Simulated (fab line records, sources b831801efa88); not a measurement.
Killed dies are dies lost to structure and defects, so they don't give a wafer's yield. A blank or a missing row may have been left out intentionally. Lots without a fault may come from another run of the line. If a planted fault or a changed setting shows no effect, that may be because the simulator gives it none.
Code-filled problem report in 8D (eight disciplines) form / flow sky130 / the parts of the form that need people (team, actions taken, sign-off) are left out

1. THE PROBLEM
At SKY_POLY_GATE_ETCH_16, run_length_s averages 169.9 s over 6 wafers from 2 lots, while fault-free wafers read 175.9 s, standard deviation 0.53. That is -11 standard deviations from the usual mean.
The step: etches Si3N4 in CH3F/O2, stops on poly-Si, time 147.5 s, target depth 75 nm.
Seen first at day 18 13:44 on rie_diel-02, wafer L936.3. At this step, 18 wafers from 6 lots have a number in the record. Rule for "out" (also "out of limits"): further than 4 standard deviations from the usual mean. The rest of the wafers with a number are treated as sound.

2. WHAT IT IS AND WHAT IT IS NOT
question=which readings at this step | is=run_length_s | is not=drypump_motor_current_A, throttle_valve_pct
question=which lots | is=L936, L937 | is not=L931, L933, L945, L951
question=which wafers of those lots | is=all that have a number | is not=-
question=read on which tools | is=rie_diel-02 | is not=rie_diel-01, rie_diel-03
question=when | is=from day 18 13:44 | is not=up to then (6 sound wafers); but 6 sound wafers of L945, L951 came after

3. WHAT RULES OUT EACH SUSPECT
Counting: a tool at a process step up to the reading stays a suspect if it ran every lot that is out and no sound lot after the first of them.
- rie_diel-02 at SKY_POLY_GATE_ETCH_15 (etches BARC in N2/H2, stops on SiO2, time 118.5 s, target depth 110 nm): kept. Every lot that is out went through it, starting with L936 (day 18 13:39), and after that it ran no sound lot; the last sound lot it ran before then is L933 (day 17 10:43).
- rie_diel-02 at SKY_POLY_GATE_ETCH_16 (etches Si3N4 in CH3F/O2, stops on poly-Si, time 147.5 s, target depth 75 nm): kept. Every lot that is out went through it, starting with L936 (day 18 13:44), and after that it ran no sound lot; the last sound lot it ran before then is L933 (day 17 10:48). Its own run_length_s readings are out on those wafers.
What counting leaves: rie_diel-02 at SKY_POLY_GATE_ETCH_15 and rie_diel-02 at SKY_POLY_GATE_ETCH_16.

4. THE CAUSE (what the simulator had put in)
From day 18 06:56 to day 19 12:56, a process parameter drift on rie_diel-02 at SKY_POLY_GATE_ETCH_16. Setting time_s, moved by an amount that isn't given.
Counting left 2 suspects, and this tool is among them.

5. THE CHAIN OF EFFECTS, in route order
Each row: a reading where the mean over the struck wafers with a number is more than 3 standard deviations away from the usual. Only readings whose record carries a usual standard deviation are examined. hours: median over the lots of the time between each lot's start at the first step of this table that gives one and its start at this step. sigmas: the change, counted in usual standard deviations.
hours=0; step=SKY_POLY_GATE_ETCH_16; reading=oes_product_au; usual=0.642 a.u.; on struck wafers=0.662; change=+0.020; sigmas=+3.7
hours=0; step=SKY_POLY_GATE_ETCH_16; reading=run_length_s; usual=175.9 s; on struck wafers=169.9; change=-6.0; sigmas=-11
Process steps it contains:
- SKY_POLY_GATE_ETCH_16: etches Si3N4 in CH3F/O2, stops on poly-Si, time 147.5 s, target depth 75 nm.

6. HOW IT WOULD HAVE BEEN CAUGHT EARLIER
The fault began at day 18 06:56; the first out-of-limits reading in this record came at day 18 13:44, 7 hours later.
